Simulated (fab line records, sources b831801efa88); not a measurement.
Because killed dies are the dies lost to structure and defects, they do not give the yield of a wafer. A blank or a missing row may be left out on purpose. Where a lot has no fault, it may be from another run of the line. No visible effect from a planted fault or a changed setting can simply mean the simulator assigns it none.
The tool behind it: which one?    flow sky130    11 lots with 33 wafers sampled at 3 steps, on a route of 708 steps

WHAT THE GAUGES READ, wafer by wafer
SKY_NWELL_TW_MEAS_15.
lot   measured      on             NWELL_TW
L163  day 4 18:41   film_metro-01  1807 1814 1812
L164  day 5 00:14   film_metro-02  1823 1826 1829
L166  day 5 08:03   film_metro-03  1712 1704 1710
L169  day 6 01:29   film_metro-02  1684 1681 1686
L175  day 7 11:28   film_metro-03  1847 1843 1857
L176  day 7 19:29   film_metro-02  1833 1831 1826
L178  day 8 04:47   film_metro-03  1840 1837 1848
L182  day 9 03:02   film_metro-02  1813 1820 1813
L184  day 9 17:14   film_metro-02  1828 1816 1815
L185  day 9 23:36   film_metro-03  1849 1847 1847
L186  day 10 02:25  film_metro-01  1813 1825 1823

WHAT TOOL EACH LOT RAN ON (gives the tool, then ch and the chambers of the sampled wafers, and finally the start)
lot   SKY_PWDE_STRIP_09                    SKY_NWELL_IMPLANT_11
L163  plasma_asher-04 ch 0,1, day 4 01:10  implanter-02 ch 0, day 4 18:10
L164  plasma_asher-02 ch 0,1, day 4 07:02  implanter-02 ch 0, day 4 23:41
L166  plasma_asher-01 ch 0,1, day 4 13:41  implanter-02 ch 0, day 5 07:31
L169  plasma_asher-01 ch 1, day 5 07:02    implanter-02 ch 0, day 6 00:56
L175  plasma_asher-01 ch 0,1, day 6 15:05  implanter-03 ch 0, day 7 10:55
L176  plasma_asher-01 ch 0,1, day 6 22:56  implanter-04 ch 0, day 7 18:56
L178  plasma_asher-04 ch 0,1, day 7 07:53  implanter-04 ch 0, day 8 04:14
L182  plasma_asher-04 ch 0,1, day 8 05:26  implanter-04 ch 0, day 9 02:29
L184  plasma_asher-04 ch 0,1, day 8 18:44  implanter-04 ch 0, day 9 16:41
L185  plasma_asher-04 ch 0, day 9 02:17    implanter-03 ch 0, day 9 23:04
L186  plasma_asher-04 ch 0,1, day 9 04:41  implanter-03 ch 0, day 10 01:52
- SKY_PWDE_STRIP_09: strips in O2/N2.
- SKY_NWELL_IMPLANT_11

THE ANSWER, worked out from the rows above alone
Rule: what is usual is taken from the lots themselves. The widest of any qualifying gaps counts: lots, ordered by their means at a reading, are off when they make up no more than a third of the lots, leave a main group of 4 or more, and stand apart from it by 3 or more times the standard deviation of that group's means. The tables above print the reading to a certain number of digits; a main group whose means all agree to those digits is not used. Also off: a lot with no number at a reading for which 4 or more lots have one. Where the step has rows for the other lots, those lots are counted as sound.
Off: at SKY_NWELL_TW_MEAS_15 (NWELL_TW), L166, L169. The main group has a mean of 1829 with a standard deviation of 13.
If a tool, at a process step before that reading, ran all the lots that are off and no sound lot after the first of them, it fits. The gauges at SKY_NWELL_TW_MEAS_15 are tried like those tools. One fits: SKY_NWELL_IMPLANT_11 on implanter-02. A fault onset in the window from L164 (day 4 23:41, its last sound lot) to L166 (day 5 07:31, its first lot off) fits.

WHAT HAD BEEN PUT IN BY THE SIMULATOR
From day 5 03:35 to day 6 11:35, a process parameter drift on implanter-02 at SKY_NWELL_IMPLANT_11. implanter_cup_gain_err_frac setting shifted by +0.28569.
Struck lots among those shown: L166, L169. The same result came from the rule above.
